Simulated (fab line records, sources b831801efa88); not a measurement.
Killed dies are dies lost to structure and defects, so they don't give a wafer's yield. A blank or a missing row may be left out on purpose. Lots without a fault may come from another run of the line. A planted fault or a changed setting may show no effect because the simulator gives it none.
fab line records | flow gf180mcu | part 2 of 2: steps 34 to 42 of 42
record lots=5 wafers=15 last_day=33
route steps=602 shown M4@458 V4@476
lots that met no fault: from a run of the same line without faults
start_h: hours from the record's first day to the start of the lot's first wafer shown | wait_h: hours since the lot's step before | " the same as in the row above | L1.1+2: a row that stands for several wafers | - no value, or no start given | * or withheld: withheld | < > ~ a bound
route shown NAME@n: a module of which the file shows steps, and the number in the route of the first | usual: mean/standard deviation of fault-free wafers | same: alike in all rows | chamber/n: place in a boat | sites: the reading at each site | _std_site: their standard deviation | _edge_site: outer sites' mean less inner sites' | radius_mm: how far each site lies from the wafer's centre | mask NAME#n: copy n | behind: the tool/chamber that last shaped the wafer | hold: why the lot was held/for how many hours/how that ended | device: the transistor (n, p or np) that didn't switch | end of line: the same wafers' tests at the end of the route | a step without rows: its recipe alone | killed: dies lost to structure and defects at the first sort, not the wafer's yield | map: a wafer's dies, x killed, . not, _ none there
set.NAME: the setting as run; set.NAME@STEP: as run at that earlier step | model.NAME: the simulator's own value behind a step, which no gauge read
lots at some steps of the route; a table a step, a row a wafer
services: from which hour (start_h, from the record's first day; less than 0 if before it) a tool's chamber was out of use, for how many hours, and why
## steps
# step GF_V4_OVL_MEAS_15
# usual V4_OVL=-3/5
# columns lot.wafer tool chamber start_h wait_h V4_OVL[nm]
L079.1 overlay-02 - 615.40 0.1 6
L079.4 " - " " -2
L079.5 " - " " 10
L082.2 overlay-02 - 627.66 0.1 -4
L082.4 " - " " -3
L082.5 " - " " -6
L087.1 overlay-01 - 664.25 0.1 4
L087.4 " - " " -3
L087.6 " - " " -2
L093.3 overlay-01 - 700.87 0.1 10
L093.4 " - " " 6
L093.6 " - " " 6
L095.1 overlay-01 - 711.65 0.1 2
L095.5 " - " " -6
L095.6 " - " " -11
# step GF_V4_ETCH_16
# recipe chemistry=N2/H2 target_depth_a=withheld overetch_a=withheld time_s=withheld target=BARC ion_energy_ev=200 source_w=500 bias_w=100 pressure_mtorr=30 n2_flow_sccm=100 h2_flow_sccm=200
# usual drypump_motor_current_A=5.5/0.38 oes_product_au=0.855/0.0046 throttle_valve_pct=13.225/0.0091
# columns lot.wafer tool chamber start_h wait_h drypump_motor_current_A oes_product_au throttle_valve_pct
L079.1 rie_diel-01 3 615.44 0.0 6.2 0.860 13.208
L079.4 " 0 " " 5.8 0.859 13.228
L079.5 " 3 " " 6.2 0.860 13.238
L082.2 rie_diel-02 0 627.69 0.0 5.7 0.854 13.230
L082.4 " 3 " " 5.2 0.855 13.235
L082.5 " 1 " " 5.8 0.854 13.228
L087.1 rie_diel-04 2 664.29 0.0 5.2 0.859 13.222
L087.4 " 1 " " 5.3 0.856 13.224
L087.6 " 2 " " 5.1 0.852 13.218
L093.3 rie_diel-01 3 700.89 0.0 6.2 0.854 13.232
L093.4 " 0 " " 5.9 0.846 13.222
L093.6 " 1 " " 4.9 0.855 13.227
L095.1 rie_diel-04 3 711.69 0.0 5.7 0.857 13.224
L095.5 " 3 " " 5.7 0.849 13.219
L095.6 " 2 " " 5.2 0.850 13.226
# step GF_V4_ETCH_17
# recipe chemistry=C4F8/O2/Ar mask_material=KrF target=SiO2 stop_on=TiN source_w=1500 bias_w=1200 pressure_mtorr=40 c4f8_flow_sccm=withheld O2_flow_sccm=6 Ar_flow_sccm=300 time_s=withheld target_depth_a=6300
# usual oes_product_au=0.862/0.0047
# columns lot.wafer tool chamber start_h wait_h oes_product_au
L079.1 rie_diel-01 3 - - 0.869
L079.4 " 0 " " 0.868
L079.5 " 3 " " 0.863
L082.2 rie_diel-02 0 - - 0.865
L082.4 " 3 " " 0.865
L082.5 " 1 " " 0.862
L087.1 rie_diel-04 2 - - 0.866
L087.4 " 1 " " 0.868
L087.6 " 2 " " 0.862
L093.3 rie_diel-01 3 - - 0.864
L093.4 " 0 " " 0.861
L093.6 " 1 " " 0.866
L095.1 rie_diel-04 3 - - 0.862
L095.5 " 3 " " 0.855
L095.6 " 2 " " 0.866
# step GF_V4_STRIP_18
# recipe chemistry=O2/N2 power_w=1400 pressure_mtorr=1500 platen_temp_c=250 o2_flow_sccm=3000 n2_flow_sccm=300 overash_fraction=0.5
# usual drypump_motor_current_A=5.57/0.29 heater_power_w=320/30 oes_product_au=0.594/0.0051
# columns lot.wafer tool chamber start_h wait_h drypump_motor_current_A heater_power_w oes_product_au rf_hours_counter_h
L079.1 plasma_asher-01 0 615.57 - 5.41 321 0.592 54
L079.4 " 0 " " 5.40 313 0.589 -
L079.5 " 0 " " 5.40 315 0.594 -
L082.2 plasma_asher-04 1 627.82 - 6.25 306 0.595 86
L082.4 " 1 " " 6.26 303 0.597 -
L082.5 " 0 " " 5.47 404 0.590 -
L087.1 plasma_asher-02 1 664.42 - 5.29 316 0.586 25
L087.4 " 1 " " 5.31 314 0.596 -
L087.6 " 1 " " 5.29 308 0.596 -
L093.3 plasma_asher-02 1 701.05 - 5.31 312 0.586 -
L093.4 " 0 " " 5.56 306 0.599 -
L093.6 " 0 " " 5.55 305 0.594 -
L095.1 plasma_asher-02 1 711.82 - 5.30 314 0.586 31
L095.5 " 1 " " 5.31 317 0.591 -
L095.6 " 0 " " 5.54 308 0.596 -
# step GF_V4_STRIP_19
# recipe chemistry=post_etch_residue_remover time_s=1200 temp_c=72.5
# columns lot.wafer tool chamber start_h wait_h
L079.1+4+5 wet_bench-01 1 615.67 0.1
L082.2+4+5 wet_bench-02 0 627.92 0.1
L087.1+4+6 wet_bench-02 2 664.52 0.1
L093.3+4+6 wet_bench-04 2 701.12 0.0
L095.1+5+6 wet_bench-02 0 711.92 0.1
# step GF_V4_CLEAN_20
# recipe chemistry=DIW dry=n2_spin
# columns lot.wafer tool chamber start_h wait_h
L079.1+4+5 wet_bench-02 3 616.01 0.0
L082.2+4+5 wet_bench-01 3 628.29 0.0
L087.1+4+6 wet_bench-01 2 664.86 0.0
L093.3+4+6 wet_bench-02 2 701.46 0.0
L095.1+5+6 wet_bench-01 0 712.29 0.0
# step GF_V4_SPUTTER_21
# recipe material=Ti target_thk_nm=15 chamber_pressure_pa=5 power_w=2500 substrate_temp_c=200 time_s=80.02
# usual throttle_valve_pct=30.1/1.2
# columns lot.wafer tool chamber start_h wait_h throttle_valve_pct
L079.1 pvd_sputter-04 - 616.10 0.0 30.9
L079.4 " - " " 31.0
L079.5 " - " " 31.3
L082.2 pvd_sputter-04 - 628.38 0.0 30.9
L082.4 " - " " 31.1
L082.5 " - " " 30.8
L087.1 pvd_sputter-01 - 664.95 0.0 30.9
L087.4 " - " " 26.8
L087.6 " - " " 30.9
L093.3 pvd_sputter-03 - 701.55 0.0 31.5
L093.4 " - " " 29.3
L093.6 " - " " 29.1
L095.1 pvd_sputter-03 - 712.38 0.0 31.6
L095.5 " - " " 29.5
L095.6 " - " " 29.0
# step GF_V4_SPUTTER_22
# recipe material=TiN target_thk_nm=10 chamber_pressure_pa=5 power_w=4000 time_s=40
# usual throttle_valve_pct=30.1/1.2
# columns lot.wafer tool chamber start_h wait_h throttle_valve_pct
L079.1 pvd_sputter-04 - 616.16 0.0 30.8
L079.4 " - " " 31.2
L079.5 " - " " 31.0
L082.2 pvd_sputter-04 - 628.44 0.0 30.7
L082.4 " - " " 31.1
L082.5 " - " " 30.8
L087.1 pvd_sputter-01 - 665.01 0.0 31.1
L087.4 " - " " 26.7
L087.6 " - " " 30.7
L093.3 pvd_sputter-03 - 701.62 0.0 31.6
L093.4 " - " " 29.0
L093.6 " - " " 29.3
L095.1 pvd_sputter-03 - 712.44 0.0 31.4
L095.5 " - " " 29.3
L095.6 " - " " 29.0
# step GF_V4_CVD_23
# recipe material=W target_thk_nm=350 time_s=104.9 temp_c=400 pressure_torr=41.9
# usual chamber_pressure_Torr=41.89/0.092 heater_power_w=821/110
# columns lot.wafer tool chamber start_h wait_h chamber_pressure_Torr heater_power_w
L079.1 cvd_w-01 1 616.20 0.0 42.29 928
L079.4 " 0 " " 42.00 698
L079.5 " 1 " " 42.06 929
L082.2 cvd_w-01 0 628.48 0.0 41.98 705
L082.4 " 0 " " 41.87 706
L082.5 " 1 " " 41.99 956
L087.1 cvd_w-02 1 665.05 0.0 41.84 899
L087.4 " 0 " " 41.81 729
L087.6 " 0 " " 41.87 723
L093.3 cvd_w-01 0 701.69 0.1 41.82 688
L093.4 " 1 " " 41.72 927
L093.6 " 0 " " 41.86 716
L095.1 cvd_w-02 1 712.48 0.0 41.83 895
L095.5 " 0 " " 41.91 723
L095.6 " 1 " " 41.93 881
## services
# columns tool chamber start_h hours kind
krf_scanner-01 - 557.19 1.7 repair
pvd_sputter-04 - 561.00 1.6 repair
cmp-02 - 577.35 4.4 repair
rie_diel-04 2 579.59 4.5 repair
rie_diel-04 3 582.53 6.8 repair
krf_scanner-01 - 605.03 4.0 pm
rie_diel-01 2 614.87 43.8 repair
pvd_sputter-04 - 618.24 2.5 repair
rie_diel-01 3 622.38 6.7 repair
krf_scanner-01 - 624.04 4.4 pm
cmp-02 - 625.60 4.6 repair
krf_scanner-01 - 638.28 0.8 pm
cmp-02 - 639.51 4.0 pm
pvd_sputter-04 - 646.31 5.4 repair
pvd_sputter-03 - 662.97 13.3 repair
pvd_sputter-03 - 664.13 0.7 repair
rie_diel-01 1 667.29 16.2 repair
krf_scanner-01 - 667.92 0.6 repair
rie_diel-01 - 671.89 2.8 pm
cmp-02 - 677.40 8.7 pm
rie_diel-01 3 688.65 12.0 repair
krf_scanner-01 - 695.81 1.0 pm
pvd_sputter-04 - 695.97 6.9 repair
pvd_sputter-04 - 711.09 3.4 repair
